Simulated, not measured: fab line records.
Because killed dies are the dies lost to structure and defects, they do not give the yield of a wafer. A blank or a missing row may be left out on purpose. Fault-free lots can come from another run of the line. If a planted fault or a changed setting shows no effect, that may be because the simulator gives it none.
Problem report, 8D (eight disciplines) form, completed by code    flow gf180mcu    the parts of the form that need people (team, actions taken, sign-off) are left out

== 1. PROBLEM STATEMENT ==
Mean HV_LDD_TW at GF_HV_LDD_TW_MEAS_11: 2335 over 4 wafers in 3 lots; fault-free wafers: 2415, standard deviation 18. Relative to the usual mean, that is a shift of -4.4 standard deviations.
The first sign was on wafer L429.6 at day 11 05:22, on filmMetro-03. The record has a number at this step for 36 wafers belonging to 13 lots. By rule, "out" or "out of limits" means more than 4 standard deviations away from the usual mean. The rest of the wafers with a number are treated as sound.

== 2. WHAT IT IS, WHAT IT ISN'T ==
question                     is                              is not
which readings at this step  HV_LDD_TW                       -
which lots                   L429, L431, L433                L423, L428, L430, L437, L441, L442, L443, L444, L445, L446
which wafers of those lots   L429.6, L431.2, L433.2, L433.6  L429.4, L431.1
read on which gauges         filmMetro-01, filmMetro-03      filmMetro-02
when                         from day 11 05:22               up to then (7 sound wafers); but 25 sound wafers of L430, L431, L437, L441, L442, L443, L444, L445, L446 came after

== 3. SUSPECTS, AND WHAT RULES EACH OUT ==
Counting: if a tool at a process step up to the reading ran every lot that is out, it stays a suspect. Sound lots after the first of them don't rule it out here, since some wafers of a struck lot are sound.
- the gauge at GF_HV_LDD_TW_MEAS_11: ruled out. The wafers that are out were read on 2 gauges (filmMetro-01, filmMetro-03).
- implanter-01 at GF_HV_LDD_IMPLANT_09: kept. Ran every lot that is out, first one L429 (day 11 05:10); last sound lot up to then L428 (day 10 21:47).
Left after counting: implanter-01 at GF_HV_LDD_IMPLANT_09.

== 4. THE CAUSE (what the simulator had put in) ==
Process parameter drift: implanter-01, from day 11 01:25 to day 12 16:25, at GF_HV_LDD_IMPLANT_09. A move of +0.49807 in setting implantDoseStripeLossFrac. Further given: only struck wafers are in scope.
This tool alone remained once counting was done.

== 5. SEQUENCE OF EFFECTS, ordered by route ==
Rows list readings where the struck wafers' mean (over those with a number) sits beyond 3 standard deviations from the usual. Readings are gone through only where the record gives a usual standard deviation; hours: the median, over the lots, of the time from a lot's start at the first step in this table giving one to that lot's start at this step; sigmas: the change measured in usual standard deviations.
hours  step                  reading    usual         on struck wafers  change  sigmas
0      GF_HV_LDD_TW_MEAS_11  HV_LDD_TW  2415          2335              -80     -4.4
58     GF_HV_LDD_RS_MEAS_53  HV_LDD_RS  418.2 ohm/sq  441.1             +22.9   +24
Later measuring or inspecting steps at which every struck wafer that the step has a row for has a number for every such reading, and none has moved that far: GF_HV_LDD_OVL_MEAS_47.

== 6. HOW IT WOULD HAVE BEEN CAUGHT EARLIER ==
In this record the first reading out of limits at a measuring or inspecting step was taken at day 11 05:22, 4 hours after the fault began at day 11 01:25.
Tool readings at GF_HV_LDD_IMPLANT_09 with a usual standard deviation given in the record: none out on any struck wafer, hence no alarm at a limit of 4 standard deviations on them.
L431, L433, from the lots that are out (3), started GF_HV_LDD_IMPLANT_09 on implanter-01 later than day 11 05:22. A hold on the tool at that time would have spared those 2.
